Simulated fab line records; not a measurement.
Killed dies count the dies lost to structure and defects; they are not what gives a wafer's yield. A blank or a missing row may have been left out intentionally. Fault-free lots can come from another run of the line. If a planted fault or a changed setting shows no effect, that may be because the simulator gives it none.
Which of the tools did it? / flow sky130 / 11 lots with 33 wafers sampled at 4 steps, on a route of 708 steps

== WHAT EACH GAUGE READ, for each wafer ==
SKY_PWDE_TW_MEAS_10.
lot=L762; measured=day 3 18:54; on=film metro-02; PWDE_TW=379.2 379.3 379.8
lot=L763; measured=day 4 01:21; on=film metro-01; PWDE_TW=374.3 374.1 375.5
lot=L765; measured=day 4 10:09; on=film metro-01; PWDE_TW=374.0 374.5 375.7
lot=L766; measured=day 4 15:32; on=film metro-02; PWDE_TW=376.8 377.1 378.2
lot=L767; measured=day 4 22:20; on=film metro-02; PWDE_TW=377.2 376.3 376.9
lot=L768; measured=day 5 08:26; on=film metro-04; PWDE_TW=372.2 373.7 372.2
lot=L769; measured=day 5 13:20; on=film metro-01; PWDE_TW=375.8 375.7 376.4
lot=L772; measured=day 6 03:53; on=film metro-01; PWDE_TW=373.2 372.5 373.6
lot=L778; measured=day 7 12:17; on=film metro-01; PWDE_TW=344.2 344.3 344.1
lot=L783; measured=day 8 20:37; on=film metro-01; PWDE_TW=343.0 342.5 344.4
lot=L785; measured=day 9 11:30; on=film metro-04; PWDE_TW=374.3 374.0 371.2

SKY_NWELL_RS_MEAS_31: uses a four-point probe to measure.
lot=L762; measured=day 5 05:33; on=film metro-04; PWDE_RS (ohm/sq)=5270 5240 5258
lot=L763; measured=day 5 12:58; on=film metro-02; PWDE_RS (ohm/sq)=5287 5298 5292
lot=L765; measured=day 5 23:07; on=film metro-04; PWDE_RS (ohm/sq)=5272 5293 5273
lot=L766; measured=day 6 03:30; on=film metro-02; PWDE_RS (ohm/sq)=5302 5313 5325
lot=L767; measured=day 6 11:39; on=film metro-01; PWDE_RS (ohm/sq)=5302 5261 5286
lot=L768; measured=day 6 22:22; on=film metro-01; PWDE_RS (ohm/sq)=5262 5263 5277
lot=L769; measured=day 7 03:40; on=film metro-04; PWDE_RS (ohm/sq)=5272 5295 5278
lot=L772; measured=day 7 19:43; on=film metro-02; PWDE_RS (ohm/sq)=5303 5288 5293
lot=L778; measured=day 9 06:02; on=film metro-01; PWDE_RS (ohm/sq)=6592 6601 6619
lot=L783; measured=day 10 18:14; on=film metro-04; PWDE_RS (ohm/sq)=6556 6529 6559
lot=L785; measured=day 11 10:30; on=film metro-02; PWDE_RS (ohm/sq)=5261 5265 5279

SKY_LI_CONTACT_THK_MEAS_23: measures by xrf.
lot=L762; measured=day 29 06:12; on=film metro-04; LI_CONTACT_W_THK (nm)=417 420 413
lot=L763; measured=day 29 18:28; on=film metro-03; LI_CONTACT_W_THK (nm)=413 422 420
lot=L765; measured=day 31 01:17; on=film metro-02; LI_CONTACT_W_THK (nm)=415 407 405
lot=L766; measured=day 30 19:03; on=film metro-03; LI_CONTACT_W_THK (nm)=417 424 409
lot=L767; measured=day 31 07:07; on=film metro-03; LI_CONTACT_W_THK (nm)=427 415 426
lot=L768; measured=day 31 18:36; on=film metro-03; LI_CONTACT_W_THK (nm)=419 413 415
lot=L769; measured=day 31 21:32; on=film metro-04; LI_CONTACT_W_THK (nm)=414 408 419
lot=L772; measured=day 33 05:33; on=film metro-03; LI_CONTACT_W_THK (nm)=404 401 412
lot=L778; measured=day 34 05:52; on=film metro-03; LI_CONTACT_W_THK (nm)=410 418 405
lot=L783; measured=day 36 02:32; on=film metro-02; LI_CONTACT_W_THK (nm)=406 407 410
lot=L785; measured=day 37 02:31; on=film metro-03; LI_CONTACT_W_THK (nm)=425 423 425

== WHAT TOOL EACH LOT RAN ON (gives the tool, then ch and the chambers of the sampled wafers, and finally the start) ==
lot=L762; SKY_PWDE_IMPLANT_08=implanter-04 ch 0, day 3 18:42
lot=L763; SKY_PWDE_IMPLANT_08=implanter-04 ch 0, day 4 01:06
lot=L765; SKY_PWDE_IMPLANT_08=implanter-02 ch 0, day 4 09:55
lot=L766; SKY_PWDE_IMPLANT_08=implanter-04 ch 0, day 4 15:20
lot=L767; SKY_PWDE_IMPLANT_08=implanter-03 ch 0, day 4 22:05
lot=L768; SKY_PWDE_IMPLANT_08=implanter-04 ch 0, day 5 08:12
lot=L769; SKY_PWDE_IMPLANT_08=implanter-02 ch 0, day 5 13:06
lot=L772; SKY_PWDE_IMPLANT_08=implanter-04 ch 0, day 6 03:39
lot=L778; SKY_PWDE_IMPLANT_08=implanter-04 ch 0, day 7 12:02
lot=L783; SKY_PWDE_IMPLANT_08=implanter-04 ch 0, day 8 20:24
lot=L785; SKY_PWDE_IMPLANT_08=implanter-02 ch 0, day 9 11:15
- SKY_PWDE_IMPLANT_08

== AS READ BY THE TOOLS THEMSELVES (means over the sampled wafers that have a number; for cases with no such wafer, the mark the record gives instead) ==
SKY_PWDE_IMPLANT_08.
lot=L762; tool=implanter-04; dose ions cm2=3.6e+12; faraday current uA=20.7
lot=L763; tool=implanter-04; dose ions cm2=3.6e+12; faraday current uA=20.2
lot=L765; tool=implanter-02; dose ions cm2=3.6e+12; faraday current uA=20.8
lot=L766; tool=implanter-04; dose ions cm2=3.6e+12; faraday current uA=20.4
lot=L767; tool=implanter-03; dose ions cm2=3.6e+12; faraday current uA=20.4
lot=L768; tool=implanter-04; dose ions cm2=3.6e+12; faraday current uA=20.6
lot=L769; tool=implanter-02; dose ions cm2=3.6e+12; faraday current uA=20.3
lot=L772; tool=implanter-04; dose ions cm2=3.6e+12; faraday current uA=20.3
lot=L778; tool=implanter-04; dose ions cm2=2.8e+12; faraday current uA=15.9
lot=L783; tool=implanter-04; dose ions cm2=2.8e+12; faraday current uA=15.7
lot=L785; tool=implanter-02; dose ions cm2=3.6e+12; faraday current uA=20.2

== THE ANSWER, worked out from the rows above alone ==
Rule: what is usual is taken from the lots themselves. The widest of any qualifying gaps counts: lots, ordered by their means at a reading, are off when they make up no more than a third of the lots, leave a main group of 4 or more, and stand apart from it by 3 or more times the standard deviation of that group's means. A main group is skipped when, at the precision printed for the reading in the tables above, its means are all equal. A lot without any number at a reading at which 4 lots or more have one is off too. All remaining lots with rows at the step are treated as sound. After the gauges, taken in route order, come the tools' own readings; for these a lot's mean is taken, as printed above. The first step at which some lot is off is used, and at that step the reading that is off furthest; a lot without a number counts as furthest.
Off: at SKY_PWDE_TW_MEAS_10 (PWDE_TW), L778, L783. The main group: mean 375.3, standard deviation 2.1.
If a tool, at a process step before that reading, ran all the lots that are off and no sound lot after the first of them, it fits. Not tried: the gauges at SKY_PWDE_TW_MEAS_10; whatever is off there is also off at SKY_PWDE_IMPLANT_08, on other tools, and gauge error can't account for it. One fits: SKY_PWDE_IMPLANT_08 on implanter-04. Its last sound lot is L772 (day 6 03:39), its first lot that is off L778 (day 7 12:02): a fault that began between those two fits.
The tool's own readings at SKY_PWDE_IMPLANT_08 bear it out: on the lots that are off they differ by more than 5 times the standard deviation of the sound lots' means. dose ions cm2 reads 2.8e+12 there against 3.6e+12 on the sound lots; faraday current uA reads 15.8 there against 20.4 on the sound lots.

== WHAT THE SIMULATOR PUT IN ==
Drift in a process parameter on implanter-04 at SKY_PWDE_IMPLANT_08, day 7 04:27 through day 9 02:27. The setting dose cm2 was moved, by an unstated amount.
Shown lots that were struck: L778, L783. This agrees with what the rule above found.
